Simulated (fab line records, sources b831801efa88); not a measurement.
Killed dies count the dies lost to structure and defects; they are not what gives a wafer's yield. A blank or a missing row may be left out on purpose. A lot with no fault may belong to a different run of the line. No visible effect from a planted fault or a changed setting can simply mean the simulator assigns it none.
Chamber matching ; flow sky130 ; cmp-01 running SKY_VIA2_CMP_02: 4 sister chambers
The step polishes SiO2. 4 wafers are shown with their chamber, then 7 later ones without.

## WAFERS, EACH WITH ITS CHAMBER
wafer;chamber;motor current A (A)
L332.4;3;11.6
L334.1;0;14.5
L336.3;1;12.5
L336.4;2;10.8

## WAFERS WHOSE CHAMBER IS MISSING
wafer;motor current A (A)
L336.5;12.1
L343.1;11.9
L343.4;11.0
L343.5;11.0
L345.1;15.6
L345.3;11.4
L345.4;11.5

## WHICH CHAMBER EACH WENT THROUGH
wafer;from the rows above;in truth
L336.5;can't be placed: 1 or 3 or 2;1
L343.1;can't be placed: 3 or 1 or 2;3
L343.4;can't be placed: 2 or 3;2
L343.5;can't be placed: 2 or 3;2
L345.1;0;0
L345.3;can't be placed: 3 or 2 or 1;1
L345.4;can't be placed: 3 or 2 or 1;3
Correct placement for 1 of the 7. Not placeable from these rows: 6 (in 6, the candidates include the true chamber). 0 placed wrongly.
How it was worked out, from the rows above alone: a wafer's distance from a chamber is the root of the sum, over the readings, of the square of ((its reading less the chamber's mean) divided by the reading's scatter). The wafer belongs to the nearest chamber; if the next one is less than 2 further off, it can't be placed. The mean given for a chamber averages the wafers shown for that chamber. The scatter: root of mean squared gap, hidden wafer to nearest shown wafer, with one shown wafer a chamber.
